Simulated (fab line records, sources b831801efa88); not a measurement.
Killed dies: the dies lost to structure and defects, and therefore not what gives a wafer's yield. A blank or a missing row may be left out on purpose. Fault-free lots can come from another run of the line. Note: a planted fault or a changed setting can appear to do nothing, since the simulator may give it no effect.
Struck lot and sound lot, side by side -- flow gf180mcu -- 15 steps out of a route of 602
Sound: the wafers L200.2, L200.3, L200.6. The struck wafers were L209.1, L209.4, L209.5. The cause comes at the end.
Each step with rows lists, per side, the tool, then ch with its chambers, then its first start. Under that, the readings that differ: sound wafers -- struck wafers -- difference of the means -- sigmas: that difference in standard deviations of wafers without a fault.
alike: readings whose means differ by less than 2 such deviations, and words and numbers that are the same on both sides. not compared: withheld readings, readings that some wafer has no value for, bounds like >300 that may hide the same value, and numbers for which the record gives no deviation and whose values overlap.
The two part at a step that has a row with sigmas, a row that says differs or no value, or rows on one side only. When numbers do not overlap yet have no deviation, they are printed without sigmas and do not part them. A reading missing from all wafers of one side parts the sides only when that side holds two or more wafers.

GF_V2_BOW_MEAS_05:
  struck on film metro-04, day 23 23:22; sound on film metro-04, day 20 13:52
  alike: V2_BOW
then, 8 steps without rows for these wafers: GF_V2_DEHYDRATE_06 (time 60 s); GF_V2_HMDS_07 (prime time 60 s); GF_V2_COAT_08; GF_V2_COAT_09 (resist thk 1000 nm); GF_V2_SOFTBAKE_10 (time 60 s); GF_V2_EXPOSE_11 (exposes mask Via2, target cd 260 nm); GF_V2_PEB_12 (peb time 90 s); GF_V2_DEVELOP_13 (develop time 60 s).
GF_V2_CD_MEAS_14: the cd target is 260 nm.
  struck on cd sem-01, day 24 21:06; sound on cd sem-01, day 21 14:12
  alike: cd nm
GF_V2_OVL_MEAS_15:
  struck on overlay-02, day 24 21:13; sound on overlay-02, day 21 14:18
  alike: V2_OVL
GF_V2_ETCH_16: etches BARC in N2/H2.
  sound on rie diel-04 ch 0,1,2, day 21 14:20; struck on rie diel-01 ch 2,3, day 24 21:16
  alike: bias w, chamber pressure mTorr, drypump motor current A, oes product au, rf fwd power W, throttle valve pct
GF_V2_ETCH_17: etches SiO2 in C4F8/O2/Ar, stops on TiN, target depth 630 nm.
  sound on rie diel-04 ch 0,1,2, day 21 14:00; struck on rie diel-01 ch 2,3, day 24 21:00
  no value came back on the struck wafers for bias w (W), chamber pressure mTorr (mTorr), oes product au (a.u.), rf fwd power W (W); on the sound wafers bias w (W) reads 1201 1202 1198
GF_V2_STRIP_18: strips in O2/N2.
  sound on plasma asher-03 ch 0,1, day 21 14:28; struck on plasma asher-03 ch 0,1, day 24 21:23
reading,sound,struck,difference,sigmas
oes product au (a.u.),0.595 0.592 0.589,0.666 0.671 0.668,+0.076,+16
  alike: drypump motor current A, heater power w
  not compared: rf hours counter h
then, 1 step without rows for these wafers: GF_V2_STRIP_19 (strips in post etch residue remover, time 1200 s).

## WHERE THEY PART
Earliest at GF_V2_ETCH_17; latest, in this record, at GF_V2_STRIP_18.

WHY: what had been put in by the simulator
Whole step skipped at GF_V2_ETCH_17 on rie diel-01, starting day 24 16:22. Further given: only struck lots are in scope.
